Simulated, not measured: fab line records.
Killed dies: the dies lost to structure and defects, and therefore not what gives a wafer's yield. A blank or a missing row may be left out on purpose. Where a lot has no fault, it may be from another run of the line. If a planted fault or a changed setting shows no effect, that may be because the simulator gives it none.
Chamber matching + flow sky130 + SKY_FIELD_ISO_ETCH_17 on rie si-01: 4 sister chambers
The step etches Si in HBr/Cl2/O2, target depth 342 nm, time 97.7 s. 4 wafers are shown with their chamber, then 7 later ones without.

## WAFERS WITH THEIR CHAMBER
| wafer  | chamber | drypump motor current A (A) |
|--------|---------|-----------------------------|
| L633.5 | 0       | 6.8                         |
| L637.2 | 1       | 6.6                         |
| L643.2 | 3       | 5.7                         |
| L643.3 | 2       | 5.4                         |

## WAFERS WHOSE CHAMBER IS MISSING
| wafer  | drypump motor current A (A) |
|--------|-----------------------------|
| L643.6 | 5.4                         |
| L645.2 | 5.4                         |
| L645.3 | 5.6                         |
| L645.4 | 6.6                         |
| L647.1 | 5.4                         |
| L647.3 | 5.6                         |
| L647.4 | 6.6                         |

## THE CHAMBER EACH PASSED THROUGH
| wafer  | from the rows above     | in truth |
|--------|-------------------------|----------|
| L643.6 | 2                       | 2        |
| L645.2 | 2                       | 2        |
| L645.3 | can't be placed: 3 or 2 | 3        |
| L645.4 | 1                       | 1        |
| L647.1 | 2                       | 2        |
| L647.3 | can't be placed: 3 or 2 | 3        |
| L647.4 | 1                       | 1        |
5 of 7 placed correctly. Cannot be placed on the basis of these rows: 2; the candidates contain the true chamber in 2. 0 placed wrongly.
How it was worked out, from the rows above alone: a wafer's distance from a chamber is the root of the sum, over the readings, of the square of ((its reading less the chamber's mean) divided by the reading's scatter). If the next closest chamber is less than 2 further off than the closest, the wafer can't be placed; otherwise it belongs to the closest. The mean given for a chamber averages the wafers shown for that chamber. The scatter: root of mean squared gap, hidden wafer to nearest shown wafer, with one shown wafer a chamber.
